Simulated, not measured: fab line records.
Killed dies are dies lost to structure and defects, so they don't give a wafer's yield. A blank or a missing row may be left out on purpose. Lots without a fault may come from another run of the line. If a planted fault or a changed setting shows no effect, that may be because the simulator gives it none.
Which tool did it? | flow sky130 | 40 wafers from 14 lots sampled at 4 of the route's 708 steps

## WHAT THE GAUGES SHOWED, per wafer
SKY_DNWELL_TW_MEAS_09.
lot  | measured    | on           | DNWELL_TW
L781 | day 3 05:14 | filmMetro-03 | 1114 1115 1116
L782 | day 3 09:09 | filmMetro-02 | 1110 1117 1112
L783 | day 3 14:53 | filmMetro-03 | 1107 1116 1111
L784 | day 3 19:28 | filmMetro-02 | 1110 1109 1112
L785 | day 4 05:46 | filmMetro-03 | 1121 1117 1118
L786 | day 4 09:08 | filmMetro-03 | 1103 1111 1115
L788 | day 4 20:18 | filmMetro-02 | 1108
L798 | day 6 23:27 | filmMetro-03 | 1114 1121 1118
L799 | day 7 06:02 | filmMetro-01 | 1116 1117 1118
L800 | day 7 12:37 | filmMetro-01 | 1121 1121 1116
L802 | day 7 17:50 | filmMetro-01 | 1128 1128 1125
L803 | day 8 01:23 | filmMetro-01 | 1121 1124 1120
L804 | day 8 08:13 | filmMetro-02 | 1104 1104 1102

## WHAT TOOL EACH LOT RAN ON (gives the tool, then ch and the chambers of the sampled wafers, and finally the start)
lot  | SKY_FIELD_ISO_ETCH_14            | SKY_FIELD_ISO_ETCH_15            | SKY_FIELD_ISO_STRIP_16
L781 | rieDiel-04 ch 0,2,3, day 2 05:03 | rieDiel-04 ch 0,2,3, day 2 05:05 | plasmaAsher-03 ch 0,1, day 2 05:09
L782 | rieDiel-03 ch 2,3, day 2 09:29   | rieDiel-03 ch 2,3, day 2 09:32   | plasmaAsher-04 ch 0,1, day 2 09:37
L783 | rieDiel-01 ch 2,3, day 2 14:26   | rieDiel-01 ch 2,3, day 2 14:29   | plasmaAsher-02 ch 0,1, day 2 14:34
L784 | rieDiel-04 ch 0,2,3, day 2 19:45 | rieDiel-04 ch 0,2,3, day 2 19:47 | plasmaAsher-03 ch 0, day 2 19:51
L785 | rieDiel-01 ch 0,2,3, day 3 03:41 | rieDiel-01 ch 0,2,3, day 3 03:44 | plasmaAsher-02 ch 0,1, day 3 03:47
L786 | rieDiel-03 ch 0,1,3, day 3 09:32 | rieDiel-03 ch 0,1,3, day 3 09:35 | plasmaAsher-04 ch 0,1, day 3 09:38
L788 | rieDiel-01 ch 0,3, day 3 17:51   | rieDiel-01 ch 0,3, day 3 17:53   | plasmaAsher-03 ch 1, day 3 17:57
L794 | rieDiel-01 ch 0,3, day 5 01:15   | rieDiel-01 ch 0,3, day 5 01:17   | plasmaAsher-04 ch 0,1, day 5 01:21
L798 | rieDiel-03 ch 0,1,2, day 5 22:29 | rieDiel-03 ch 0,1,2, day 5 22:32 | plasmaAsher-03 ch 0,1, day 5 22:37
L799 | rieDiel-03 ch 1,3, day 6 02:38   | rieDiel-03 ch 1,3, day 6 02:41   | plasmaAsher-02 ch 0,1, day 6 02:46
L800 | rieDiel-04 ch 2,3, day 6 09:09   | rieDiel-04 ch 2,3, day 6 09:11   | plasmaAsher-03 ch 0,1, day 6 09:15
L802 | rieDiel-04 ch 1,2, day 6 16:41   | rieDiel-04 ch 1,2, day 6 16:44   | plasmaAsher-04 ch 0,1, day 6 16:49
L803 | rieDiel-04 ch 2, day 6 23:47     | rieDiel-04 ch 2, day 6 23:51     | plasmaAsher-04 ch 0, day 6 23:56
L804 | rieDiel-03 ch 0,3, day 7 05:02   | rieDiel-03 ch 0,3, day 7 05:05   | plasmaAsher-04 ch 0,1, day 7 05:08
- SKY_FIELD_ISO_ETCH_14: etches BARC in N2/H2, stops on SiO2, time 45.9 s, target depth 60 nm.
- SKY_FIELD_ISO_ETCH_15: etches the open film in CHF3/O2, stops on Si, target depth 180 nm, time 72 s.
- SKY_FIELD_ISO_STRIP_16: strips in O2/N2.

## AS READ BY THE TOOLS THEMSELVES (means over the sampled wafers that have a number; for cases with no such wafer, the mark the record gives instead)
SKY_FIELD_ISO_ETCH_14.
lot  | tool       | drypumpMotorCurrentA (A) | oesProductAu (a.u.) | runLengthS (s) | throttleValvePct (%)
L781 | rieDiel-04 | 6.2                      | 0.858               | 74.1           | 13.226
L782 | rieDiel-03 | 5.6                      | 0.854               | 74.4           | 13.234
L783 | rieDiel-01 | 5.7                      | 0.851               | 73.8           | 13.230
L784 | rieDiel-04 | 6.2                      | 0.855               | 74.2           | 13.218
L785 | rieDiel-01 | 5.9                      | 0.852               | 73.7           | 13.218
L786 | rieDiel-03 | 5.9                      | 0.850               | 74.1           | 13.226
L788 | rieDiel-01 | 5.8                      | 0.921               | 61.5           | 13.233
L794 | rieDiel-01 | 5.9                      | 0.988               | 50.2           | 13.234
L798 | rieDiel-03 | 5.6                      | 0.859               | 74.1           | 13.227
L799 | rieDiel-03 | 5.8                      | 0.852               | 73.6           | 13.228
L800 | rieDiel-04 | 6.4                      | 0.852               | 74.2           | 13.229
L802 | rieDiel-04 | 6.4                      | 0.851               | 74.5           | 13.233
L803 | rieDiel-04 | 6.6                      | 0.855               | 74.1           | 13.228
L804 | rieDiel-03 | 6.2                      | 0.856               | 74.5           | 13.218

SKY_FIELD_ISO_ETCH_15.
lot  | tool       | chf3FlowSccm (sccm) | drypumpMotorCurrentA (A) | oesProductAu (a.u.) | runLengthS (s) | throttleValvePct (%)
L781 | rieDiel-04 | 49.97               | 6.2                      | 0.943               | 100.2          | 8.849
L782 | rieDiel-03 | 49.99               | 5.6                      | 0.937               | 100.6          | 8.846
L783 | rieDiel-01 | 49.93               | 5.6                      | 0.939               | 99.9           | 8.852
L784 | rieDiel-04 | 50.04               | 6.2                      | 0.943               | 100.1          | 8.848
L785 | rieDiel-01 | 49.89               | 5.9                      | 0.946               | 99.8           | 8.837
L786 | rieDiel-03 | 50.00               | 5.9                      | 0.943               | 100.0          | 8.851
L788 | rieDiel-01 | 49.98               | 5.8                      | 0.661               | 99.5           | 8.762
L794 | rieDiel-01 | 49.92               | 5.8                      | 0.373               | 99.8           | 8.672
L798 | rieDiel-03 | 49.98               | 5.6                      | 0.947               | 100.1          | 8.841
L799 | rieDiel-03 | 49.96               | 5.8                      | 0.947               | 99.7           | 8.842
L800 | rieDiel-04 | 49.97               | 6.4                      | 0.955               | 100.4          | 8.848
L802 | rieDiel-04 | 50.06               | 6.3                      | 0.940               | 100.5          | 8.841
L803 | rieDiel-04 | 49.83               | 6.6                      | 0.949               | 100.2          | 8.840
L804 | rieDiel-03 | 50.06               | 6.1                      | 0.950               | 100.7          | 8.828

SKY_FIELD_ISO_STRIP_16.
lot  | tool           | drypumpMotorCurrentA (A) | o2FlowSccm (sccm) | oesProductAu (a.u.) | stripTimeToEndpointS (s)
L781 | plasmaAsher-03 | 6.1                      | 3006              | 0.381               | 3.61
L782 | plasmaAsher-04 | 5.3                      | 2999              | 0.379               | 3.62
L783 | plasmaAsher-02 | 5.5                      | 3004              | 0.381               | 3.65
L784 | plasmaAsher-03 | 6.5                      | 2991              | 0.376               | 3.55
L785 | plasmaAsher-02 | 5.5                      | 2991              | 0.382               | 3.54
L786 | plasmaAsher-04 | 5.3                      | 2993              | 0.379               | 3.56
L788 | plasmaAsher-03 | 5.3                      | 2996              | 0.385               | 3.71
L794 | plasmaAsher-04 | 5.3                      | 3000              | 0.390               | 3.82
L798 | plasmaAsher-03 | 5.7                      | 3002              | 0.384               | 3.63
L799 | plasmaAsher-02 | 5.5                      | 3003              | 0.377               | 3.54
L800 | plasmaAsher-03 | 5.7                      | 3001              | 0.374               | 3.58
L802 | plasmaAsher-04 | 5.3                      | 3006              | 0.379               | 3.56
L803 | plasmaAsher-04 | 5.3                      | 2996              | 0.382               | 3.65
L804 | plasmaAsher-04 | 5.3                      | 3005              | 0.377               | 3.57

## THE ANSWER, worked out from the rows above alone
Rule: what is usual is taken from the lots themselves. Put in order of their means at a reading, lots are off if they are a third of the lots or fewer, leave a main group of 4 or more, and stand apart from it by a gap of 3 or more times the standard deviation of the main group's means; of several such gaps the widest counts. A main group is skipped when, at the precision printed for the reading in the tables above, its means are all equal. Also off: a lot with no number at a reading for which 4 or more lots have one. All remaining lots with rows at the step are treated as sound. Order of review: gauges by route order, followed by the tools' own readings, for which a lot's mean as printed above is used. At the first step where some lot is off, the reading lying furthest off is the one used; lots without a number count as furthest.
Off: L788, L794 (SKY_FIELD_ISO_ETCH_14, runLengthS). Main group: mean 74.1 s, sd 0.28.
If a tool, at that step or one of the process steps before it, ran each lot that is off and ran no sound lot following the first of them, it fits. One fits: SKY_FIELD_ISO_ETCH_14 on rieDiel-01. Its last sound lot is L785 (day 3 03:41), its first lot that is off L788 (day 3 17:51): a fault that began between those two fits.
The tool's own readings at SKY_FIELD_ISO_ETCH_14 bear it out: on the lots that are off they differ by more than 5 times the standard deviation of the sound lots' means. oesProductAu reads 0.955 a.u. there against 0.854 a.u. on the sound lots; runLengthS reads 55.9 s there against 74.1 s on the sound lots.

## WHAT THE SIMULATOR HAD INSERTED
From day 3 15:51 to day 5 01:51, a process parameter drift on rieDiel-01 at SKY_FIELD_ISO_ETCH_14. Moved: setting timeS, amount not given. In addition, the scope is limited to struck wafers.
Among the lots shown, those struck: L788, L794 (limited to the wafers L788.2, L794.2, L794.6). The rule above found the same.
